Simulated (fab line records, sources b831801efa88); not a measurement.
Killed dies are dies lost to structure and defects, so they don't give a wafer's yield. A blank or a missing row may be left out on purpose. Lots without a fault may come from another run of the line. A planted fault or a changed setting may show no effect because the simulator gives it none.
fab line records | flow sky130
record lots=6 wafers=18 last_day=49
route steps=708 shown VIA3@582 METAL4@598 PAD_OPEN@708
lots that met no fault: from a run of the same line without faults
start_h: hours from the record's first day to the start of the lot's first wafer shown | wait_h: hours since the lot's step before | " the same as in the row above | L1.1+2: a row that stands for several wafers | - no value, or no start given | * or withheld: withheld | < > ~ a bound
route shown NAME@n: a module of which the file shows steps, and the number in the route of the first | usual: mean/standard deviation of fault-free wafers | same: alike in all rows | chamber/n: place in a boat | sites: the reading at each site | _std_site: their standard deviation | _edge_site: outer sites' mean less inner sites' | radius_mm: how far each site lies from the wafer's centre | mask NAME#n: copy n | behind: the tool/chamber that last shaped the wafer | hold: why the lot was held/for how many hours/how that ended | device: the transistor (n, p or np) that didn't switch | end of line: the same wafers' tests at the end of the route | a step without rows: its recipe alone | killed: dies lost to structure and defects at the first sort, not the wafer's yield | map: a wafer's dies, x killed, . not, _ none there
set.NAME: the setting as run; set.NAME@STEP: as run at that earlier step | model.NAME: the simulator's own value behind a step, which no gauge read
lots at some steps of the route; a table a step, a row a wafer
services: from which hour (start_h, from the record's first day; less than 0 if before it) a tool's chamber was out of use, for how many hours, and why
## steps
# step SKY_VIA3_EXPOSE_09
# recipe mask_id=VIM3 na=0.8 source_shape=annular sigma_inner=0.55 sigma_outer=0.85 target_cd_nm=200 dose_mj=38
# step SKY_VIA3_PEB_10
# recipe peb_temp_c=withheld peb_time_s=withheld resist=KrF-thick
# step SKY_VIA3_DEVELOP_11
# recipe develop_time_s=60 resist=KrF-thick dev_temp_c=21
# step SKY_VIA3_CD_MEAS_12
# recipe target_cd_nm=200
# usual cd_nm=200.3/1.4
# columns lot.wafer tool chamber start_h wait_h cd_nm
L472.1 cd_sem-01 - 1013.87 - 199.6
L472.4 " - " " 199.5
L472.6 " - " " 201.2
L473.3 cd_sem-02 - 1015.06 - 202.4
L473.5 " - " " 202.5
L473.6 " - " " 202.4
L477.1 cd_sem-01 - 1049.17 - 200.8
L477.3 " - " " 203.5
L477.5 " - " " 201.8
L478.3 cd_sem-01 - 1056.31 - 201.0
L478.4 " - " " 202.3
L478.5 " - " " 201.8
L479.2 cd_sem-01 - 1058.11 - 202.1
L479.4 " - " " 201.0
L479.5 " - " " 202.7
L480.2 cd_sem-01 - 1061.96 - 198.2
L480.4 " - " " 199.7
L480.6 " - " " 199.7
# step SKY_VIA3_OVL_MEAS_13
# usual VIA3_OVL=-3/5.7
# columns lot.wafer tool chamber start_h wait_h VIA3_OVL[nm]
L472.1 overlay-01 - 1013.99 0.1 -9
L472.4 " - " " -9
L472.6 " - " " -10
L473.3 overlay-01 - 1015.15 0.1 -11
L473.5 " - " " -10
L473.6 " - " " -10
L477.1 overlay-02 - 1049.29 0.1 6
L477.3 " - " " 3
L477.5 " - " " 10
L478.3 overlay-02 - 1056.40 0.1 -7
L478.4 " - " " -8
L478.5 " - " " -6
L479.2 overlay-01 - 1058.21 0.1 5
L479.4 " - " " 3
L479.5 " - " " 5
L480.2 overlay-02 - 1062.06 0.1 9
L480.4 " - " " 12
L480.6 " - " " 7
# step SKY_VIA3_ETCH_14
# recipe chemistry=N2/H2 target=BARC ion_energy_ev=200 source_w=500 bias_w=100 pressure_mtorr=30 n2_flow_sccm=100 h2_flow_sccm=200 stop_on=SiO2 time_s=45.9 target_depth_a=600
# usual drypump_motor_current_A=5.7/0.52 h2_flow_sccm=200.1/0.53 oes_product_au=0.855/0.0042 throttle_valve_pct=13.225/0.0089
# columns lot.wafer tool chamber start_h wait_h drypump_motor_current_A h2_flow_sccm oes_product_au rf_hours_counter_h throttle_valve_pct
L472.1 rie_diel-01 3 1014.03 0.0 6.0 200.1 0.857 26 13.230
L472.4 " 2 " " 6.4 199.4 0.858 - 13.210
L472.6 " 3 " " 6.0 200.5 0.853 - 13.231
L473.3 rie_diel-02 0 1015.18 0.0 4.9 199.4 0.856 19 13.246
L473.5 " 0 " " 4.9 199.8 0.856 - 13.227
L473.6 " 1 " " 6.0 199.6 0.850 - 13.230
L477.1 rie_diel-04 3 1049.33 0.0 5.6 200.2 0.853 16 13.226
L477.3 " 0 " " 5.1 198.8 0.850 22 13.233
L477.5 " 1 " " 6.1 199.3 0.848 - 13.237
L478.3 rie_diel-04 2 1056.43 0.0 5.2 199.2 0.856 28 13.208
L478.4 " 1 " " 6.1 199.9 0.857 24 13.223
L478.5 " 3 " " 5.6 199.7 0.852 - 13.239
L479.2 rie_diel-04 1 1058.24 0.0 6.1 199.8 0.857 24 13.224
L479.4 " 2 " " 5.2 200.4 0.860 28 13.216
L479.5 " 0 " " 5.1 200.4 0.851 - 13.230
L480.2 rie_diel-01 2 1062.09 0.0 6.4 199.3 0.850 10 13.226
L480.4 " 1 " " 5.2 200.0 0.846 24 13.231
L480.6 " 3 " " 6.0 200.1 0.858 - 13.213
# step SKY_VIA3_ETCH_15
# recipe target=SiO2 chemistry=C4F8/O2/Ar target_depth_nm=507 stop_on=TiN mask_material=KrF-thick source_w=1500 bias_w=1200 pressure_mtorr=40 c4f8_flow_sccm=withheld O2_flow_sccm=6 Ar_flow_sccm=300 time_s=78
# usual oes_product_au=0.946/0.0054
# columns lot.wafer tool chamber start_h wait_h oes_product_au rf_hours_counter_h
L472.1 rie_diel-01 3 1014.07 0.0 0.951 26
L472.4 " 2 " " 0.945 -
L472.6 " 3 " " 0.953 -
L473.3 rie_diel-02 0 1015.22 0.0 0.948 19
L473.5 " 0 " " 0.939 -
L473.6 " 1 " " 0.940 -
L477.1 rie_diel-04 3 1049.37 0.0 0.957 16
L477.3 " 0 " " 0.951 22
L477.5 " 1 " " 0.945 -
L478.3 rie_diel-04 2 1056.47 0.0 0.939 28
L478.4 " 1 " " 0.945 24
L478.5 " 3 " " 0.946 -
L479.2 rie_diel-04 1 1058.29 0.0 0.945 24
L479.4 " 2 " " 0.939 28
L479.5 " 0 " " 0.945 -
L480.2 rie_diel-01 2 1062.14 0.0 0.939 10
L480.4 " 1 " " 0.951 24
L480.6 " 3 " " 0.954 -
# step SKY_VIA3_STRIP_16
# recipe chemistry=O2/N2 power_w=1400 pressure_mtorr=1500 platen_temp_c=withheld o2_flow_sccm=3000 n2_flow_sccm=300 overash_fraction=0.5
# usual drypump_motor_current_A=5.9/0.36 oes_product_au=0.401/0.0048 strip_time_to_endpoint_s=4.11/0.034
# columns lot.wafer tool chamber start_h wait_h drypump_motor_current_A oes_product_au rf_hours_counter_h strip_time_to_endpoint_s
L472.1 plasma_asher-04 0 1014.13 0.0 6.0 0.397 25 4.13
L472.4 " 1 " " 6.0 0.405 - 4.13
L472.6 " 0 " " 6.0 0.398 - 4.13
L473.3 plasma_asher-01 0 1015.31 0.1 5.9 0.393 - 4.13
L473.5 " 1 " " 5.2 0.400 - 4.10
L473.6 " 0 " " 5.9 0.401 - 4.13
L477.1 plasma_asher-04 0 1049.43 0.0 5.9 0.404 29 4.11
L477.3 " 0 " " 6.0 0.400 - 4.09
L477.5 " 0 " " 6.0 0.402 - 4.12
L478.3 plasma_asher-04 1 1056.56 0.1 6.0 0.405 - 4.17
L478.4 " 0 " " 6.0 0.402 - 4.14
L478.5 " 1 " " 6.0 0.405 - 4.14
L479.2 plasma_asher-03 0 1058.35 0.0 6.5 0.404 92 4.15
L479.4 " 1 " " 5.8 0.410 - 4.18
L479.5 " 0 " " 6.5 0.393 - 4.07
L480.2 plasma_asher-04 0 1062.20 0.0 6.0 0.403 31 4.16
L480.4 " 0 " " 6.0 0.404 - 4.09
L480.6 " 0 " " 6.0 0.398 - 4.14
# step SKY_VIA3_STRIP_17
# recipe chemistry=post_etch_residue_remover time_s=1200 temp_c=72.5
# step SKY_VIA3_CLEAN_18
# recipe chemistry=IPA time_s=180 temp_c=25
# step SKY_VIA3_CLEAN_19
# recipe chemistry=O3/DIW dry=n2_spin
# step SKY_VIA3_SPUTTER_20
# recipe material=TiN target_thk_nm=20 chamber_pressure_pa=5 power_w=4000 time_s=80
# usual cathode_dc_power_W=4000.0/0.75 throttle_valve_pct=30.0/1.4
# columns lot.wafer tool chamber start_h wait_h cathode_dc_power_W throttle_valve_pct
L472.1 pvd_sputter-03 - 1014.84 0.0 4000.0 29.6
L472.4 " - " " 3999.8 30.8
L472.6 " - " " 3998.8 30.8
L473.3 pvd_sputter-02 - 1016.21 0.0 4000.6 28.9
L473.5 " - " " 3998.6 30.3
L473.6 " - " " 4000.2 31.6
L477.1 pvd_sputter-01 - 1050.20 0.0 3999.3 30.6
L477.3 " - " " 4000.7 29.0
L477.5 " - " " 4000.6 29.2
L478.3 pvd_sputter-03 - 1057.15 0.0 3999.9 30.7
L478.4 " - " " 4000.0 30.7
L478.5 " - " " 3999.5 29.3
L479.2 pvd_sputter-01 - 1059.03 0.0 3999.9 31.5
L479.4 " - " " 3999.9 31.0
L479.5 " - " " 4000.2 29.0
L480.2 pvd_sputter-03 - 1062.85 0.0 4001.0 30.0
L480.4 " - " " 3999.9 30.7
L480.6 " - " " 4000.8 29.5
# step SKY_VIA3_CVD_21
# recipe material=W target_thk_nm=390 time_s=117.31 temp_c=400 pressure_torr=40
# usual heater_power_w=909/72
# columns lot.wafer tool chamber start_h wait_h heater_power_w model.W_of_VIA3_CVD_21.thk_nm
L472.1 cvd_w-01 1 1014.91 0.0 873 387.9
L472.4 " 1 " " 865 394
L472.6 " 1 " " 890 392.9
L473.3 cvd_w-02 0 1016.32 0.1 831 386.7
L473.5 " 0 " " 812 389.4
L473.6 " 1 " " 990 392.4
L477.1 cvd_w-02 0 1050.26 0.0 805 585.4
L477.3 " 0 " " 826 584.2
L477.5 " 1 " " 998 384.6
L478.3 cvd_w-02 0 1057.26 0.1 815 584
L478.4 " 1 " " 986 386.7
L478.5 " 0 " " 828 381.5
L479.2 cvd_w-01 0 1059.09 0.0 920 395.8
L479.4 " 1 " " 893 388
L479.5 " 0 " " 931 398.3
L480.2 cvd_w-01 0 1062.91 0.0 914 393.1
L480.4 " 0 " " 952 390
L480.6 " 0 " " 939 394.8
# step SKY_VIA3_RS_MEAS_22
# recipe thk_meas_gauge=four-point-probe reads=W_of_VIA3_CVD_21+TiN_of_VIA3_SPUTTER_20
# usual VIA3_W_RS=0.293/0.0034
# columns lot.wafer tool chamber start_h wait_h VIA3_W_RS[ohm/sq]
L472.1 film_metro-04 - 1015.15 0.2 0.295
L472.4 " - " " 0.290
L472.6 " - " " 0.291
L473.3 film_metro-04 - 1016.44 0.1 0.296
L473.5 " - " " 0.293
L473.6 " - " " 0.291
L477.1 film_metro-03 - 1050.39 0.1 0.196
L477.3 " - " " 0.196
L477.5 " - " " 0.298
L478.3 film_metro-02 - 1057.39 0.1 0.196
L478.4 " - " " 0.296
L478.5 " - " " 0.300
L479.2 film_metro-03 - 1059.23 0.1 0.290
L479.4 " - " " 0.296
L479.5 " - " " 0.288
L480.2 film_metro-03 - 1063.05 0.1 0.292
L480.4 " - " " 0.294
L480.6 " - " " 0.291
# step SKY_VIA3_THK_MEAS_23
# recipe thk_meas_gauge=xrf reads=W_of_VIA3_CVD_21
# usual VIA3_W_THK=386/5.2
# columns lot.wafer tool chamber start_h wait_h VIA3_W_THK[nm]
L472.1 film_metro-04 - 1015.27 0.1 381
L472.4 " - " " 385
L472.6 " - " " 383
L473.3 film_metro-04 - 1016.54 0.1 380
L473.5 " - " " 381
L473.6 " - " " 383
L477.1 film_metro-03 - 1050.51 0.1 -
L477.3 " - " " -
L477.5 " - " " 383
L478.3 film_metro-02 - 1057.49 0.1 -
L478.4 " - " " 377
L478.5 " - " " 375
L479.2 film_metro-03 - 1059.34 0.1 388
L479.4 " - " " 379
L479.5 " - " " 386
L480.2 film_metro-03 - 1063.16 0.1 385
L480.4 " - " " 381
L480.6 " - " " 387
# step SKY_VIA3_CMP_24
# recipe stop_on=SiO2 t_overpolish_s=20 down_force_psi=3.5 platen_rpm=60 target_thk_nm=0 pad_velocity_m_s=0.94248
# usual motor_current_A=10.8/1.4 time_to_endpoint_s=95/4.7
# columns lot.wafer tool chamber start_h wait_h motor_current_A time_to_endpoint_s
L472.4 cmp-01 0 1015.43 0.1 9.0 92
L472.1 " 1 " " 9.8 86
L472.6 " 2 " " 12.8 95
L473.3 cmp-02 1 1016.63 0.1 11.6 99
L473.6 " 0 " " 10.2 95
L473.5 " 1 " " 12.2 103
L477.3 cmp-02 2 1050.62 0.1 12.3 143
L477.1 " 3 " " 9.3 137
L477.5 " 2 " " 12.9 98
L478.4 cmp-02 3 1058.31 0.8 9.4 94
L478.3 " 2 " " 12.6 142
L478.5 " 0 " " 9.6 89
L479.2 cmp-01 2 1059.39 0.0 12.3 103
L479.4 " 1 " " 9.7 87
L479.5 " 2 " " 12.2 101
L480.4 cmp-01 0 1063.21 0.0 9.5 93
L480.2 " 1 " " 10.0 95
L480.6 " 1 " " 10.1 91
# step SKY_METAL4_SPUTTER_00
# recipe material=Ti target_thk_nm=15 power_w=3000 time_s=10 chamber_pressure_pa=0.4
# usual cathode_dc_power_W=3000.0/0.55 throttle_valve_pct=29.6/1.3
# columns lot.wafer tool chamber start_h wait_h cathode_dc_power_W throttle_valve_pct
L472.1 pvd_sputter-04 - 1015.63 0.1 3000.2 30.1
L472.4 " - " " 2999.9 29.4
L472.6 " - " " 3001.2 28.7
L473.3 pvd_sputter-03 - 1016.88 0.2 3000.9 29.3
L473.5 " - " " 2999.1 30.2
L473.6 " - " " 3000.3 30.9
L477.1 pvd_sputter-03 - 1050.87 0.1 2999.9 30.1
L477.3 " - " " 2999.4 30.2
L477.5 " - " " 2999.8 29.9
L478.3 pvd_sputter-04 - 1058.61 0.1 2999.4 30.2
L478.4 " - " " 3000.4 29.0
L478.5 " - " " 3000.1 30.1
L479.2 pvd_sputter-02 - 1059.69 0.2 3000.5 28.6
L479.4 " - " " 2999.8 31.7
L479.5 " - " " 2999.9 30.2
L480.2 pvd_sputter-04 - 1063.51 0.2 2999.7 27.8
L480.4 " - " " 3000.4 30.6
L480.6 " - " " 3000.5 30.2
# step SKY_PAD_OPEN_PROBE_99
# usual defect_limited_yield=82.7/2 killed_at_M0_to_M3=43/7.4 killed_at_M4_up=3.5/2.1 killed_at_contacts=24/5.4 killed_at_front_end=15/4.7 killed_at_other=0.2/0.44 killed_dies=85/10 killed_open=47/7.1 killed_short=38/7 sort_bin_3_pad_short=0.9/0.41 sort_bin_5_function=10.4/1.6 sort_bin_6_memory=6.1/1.1 sort_n_pass=407/10 sort_yield_pct=82.7/2
# same gross_dies=492 killed_at_back_side=0 sort_bin_4_leakage[%]=0 sort_bin_8_speed[%]=0
# columns lot.wafer tool chamber start_h wait_h defect_limited_yield[%] killed_at_M0_to_M3 killed_at_M4_up killed_at_contacts killed_at_front_end killed_at_other killed_dies killed_open killed_short sort_bin_3_pad_short[%] sort_bin_5_function[%] sort_bin_6_memory[%] sort_n_pass sort_yield_pct[%]
L479.2 prober-02 - 1182.58 0.1 83.7 43 3 18 16 0 80 47 33 1.2 10.6 4.5 412 83.7
L479.4 prober-02 - 1182.68 0.2 82.3 38 3 32 14 0 87 45 42 1.6 8.7 7.3 405 82.3
L479.5 prober-02 - 1182.73 0.2 84.1 32 2 29 15 0 78 45 33 1.0 9.3 5.5 414 84.1
# killed by level:class
L479.2 VIA1:geometric_particle:open=9 VIA3:geometric_particle:open=9 LI_CONTACT:geometric_particle:open=8 METAL1:geometric_particle:short=6 POLY_GATE:geometric_particle:short=5 METAL2:geometric_particle:short=5 FIELD_ISO:geometric_particle:open=4 VIA1:geometric_particle:short=3
L479.4 CONTACT:geometric_particle:short=11 CONTACT:geometric_particle:open=11 VIA1:geometric_particle:open=8 VIA3:geometric_particle:open=7 LI_CONTACT:geometric_particle:open=6 FIELD_ISO:geometric_particle:short=5 VIA2:geometric_particle:open=5 FIELD_ISO:geometric_particle:open=4
L479.5 LI_CONTACT:geometric_particle:open=10 CONTACT:geometric_particle:open=7 VIA1:geometric_particle:open=7 LOCAL_INTERCONNECT:geometric_particle:short=5 VIA1:geometric_particle:short=5 VIA3:geometric_particle:open=5 FIELD_ISO:geometric_particle:short=4 FIELD_ISO:geometric_particle:open=4
## services
# columns tool chamber start_h hours kind
cmp-01 - 992.07 5.0 repair
plasma_asher-03 - 997.67 2.7 repair
cvd_w-01 0 1011.16 4.4 repair
rie_diel-02 3 1013.68 4.4 repair
plasma_asher-01 - 1025.69 1.5 repair
cvd_w-01 0 1029.14 3.4 repair
rie_diel-04 3 1044.22 5.0 repair
cmp-01 - 1051.21 6.8 repair
plasma_asher-01 - 1055.25 9.0 pm
plasma_asher-01 0 1055.25 9.0 vent_cycle
plasma_asher-01 1 1055.25 9.0 vent_cycle
pvd_sputter-03 0 1056.36 - consumable_replace:kit
pvd_sputter-03 0 1056.36 18.0 scheduled_down
pvd_sputter-03 0 1056.36 18.0 vent_cycle
rie_diel-02 2 1058.40 7.4 repair
rie_diel-04 0 1061.57 4.8 repair
## key
first_sign step=SKY_VIA3_RS_MEAS_22 reading=VIA3_W_RS direction=down sigmas=28 usual=0.293 struck=0.196
effect step=SKY_VIA3_THK_MEAS_23 reading=VIA3_W_THK direction=missing
effect step=SKY_VIA3_CMP_24 reading=time_to_endpoint_s direction=up sigmas=9.6 usual=* struck=*
model_effect step=SKY_VIA3_CVD_21 value=W_of_VIA3_CVD_21.thk_nm without=384.2 struck=584.5
met_at SKY_VIA3_CVD_21
struck_wafers L477.1,L477.3,L478.3
onset_between 1016.32 1050.26
fault kind=process_parameter_drift tool=cvd_w-02 chamber=- onset_h=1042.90 steps=SKY_VIA3_CVD_21 channel=target_thk_nm offset=200.3 shape=step end_h=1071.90 scope=struck_wafers_only acts_in=these_recipes_only stated=390
